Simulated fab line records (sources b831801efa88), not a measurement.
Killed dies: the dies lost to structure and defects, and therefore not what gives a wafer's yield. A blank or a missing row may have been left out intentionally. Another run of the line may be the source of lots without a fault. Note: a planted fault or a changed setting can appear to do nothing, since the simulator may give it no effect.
Which tool is to blame? + flow sky130 + 6 lots, 17 wafers sampled, at 3 steps of a route of 708

== WHAT EACH GAUGE READ, for each wafer ==
SKY_LI_CONTACT_THK_MEAS_01.
| lot  | measured     | on           | LI_CONTACT_HDPCVD_THK (nm) |
|------|--------------|--------------|----------------------------|
| L668 | day 29 01:22 | filmMetro-03 | 925 935 925                |
| L670 | day 30 11:15 | filmMetro-03 | 943 931 929                |
| L673 | day 31 07:18 | filmMetro-01 | 939 942 933                |
| L676 | day 31 09:49 | filmMetro-03 | 946 936 946                |
| L686 | day 34 19:02 | filmMetro-01 | 1056 914                   |
| L689 | day 35 12:52 | filmMetro-01 | 925 929 930                |

== EACH LOT AND THE TOOL THAT RAN IT (in order: tool; ch and the chambers of the sampled wafers; start) ==
| lot  | SKY_DNWELL_STRIP_08                | SKY_LI_CONTACT_HDPCVD_00         |
|------|------------------------------------|----------------------------------|
| L668 | plasmaAsher-03 ch 0,1, day 3 16:39 | hdpcvd-01 ch 0,1,2, day 29 01:16 |
| L670 | plasmaAsher-01 ch 1, day 4 17:59   | hdpcvd-02 ch 0,2, day 30 11:08   |
| L673 | plasmaAsher-04 ch 0, day 4 23:48   | hdpcvd-01 ch 0,1, day 31 07:11   |
| L676 | plasmaAsher-04 ch 0,1, day 5 07:37 | hdpcvd-01 ch 0,2, day 31 09:42   |
| L686 | plasmaAsher-01 ch 0, day 7 17:14   | hdpcvd-02 ch 1,2, day 34 18:55   |
| L689 | plasmaAsher-04 ch 0,1, day 8 11:42 | hdpcvd-01 ch 0,2, day 35 12:44   |
- SKY_DNWELL_STRIP_08: strips in O2/N2.
- SKY_LI_CONTACT_HDPCVD_00: deposits PSG, target thk 930 nm, time 155 s.

== THE ANSWER, worked out from the rows above alone ==
Rule: usual is defined by the lots themselves. Put in order of their means at a reading, lots are off if they are a third of the lots or fewer, leave a main group of 4 or more, and stand apart from it by a gap of 3 or more times the standard deviation of the main group's means; of several such gaps the widest counts. A main group is skipped when, at the precision printed for the reading in the tables above, its means are all equal. Also off: a lot with no number at a reading for which 4 or more lots have one. Any other lot the step has rows for is counted as sound.
Off: at SKY_LI_CONTACT_THK_MEAS_01 (LI_CONTACT_HDPCVD_THK), L686. Main group: mean 934 nm, sd 5.6.
A tool fits if, at a process step before that reading, it ran every lot that is off, and no sound lot after the first of them. Those tools and the gauges at SKY_LI_CONTACT_THK_MEAS_01 are tried in the same way. Can't be told from this: 2 tools fit, plasmaAsher-01 at SKY_DNWELL_STRIP_08, hdpcvd-02 at SKY_LI_CONTACT_HDPCVD_00.

== WHAT THE SIMULATOR PUT IN ==
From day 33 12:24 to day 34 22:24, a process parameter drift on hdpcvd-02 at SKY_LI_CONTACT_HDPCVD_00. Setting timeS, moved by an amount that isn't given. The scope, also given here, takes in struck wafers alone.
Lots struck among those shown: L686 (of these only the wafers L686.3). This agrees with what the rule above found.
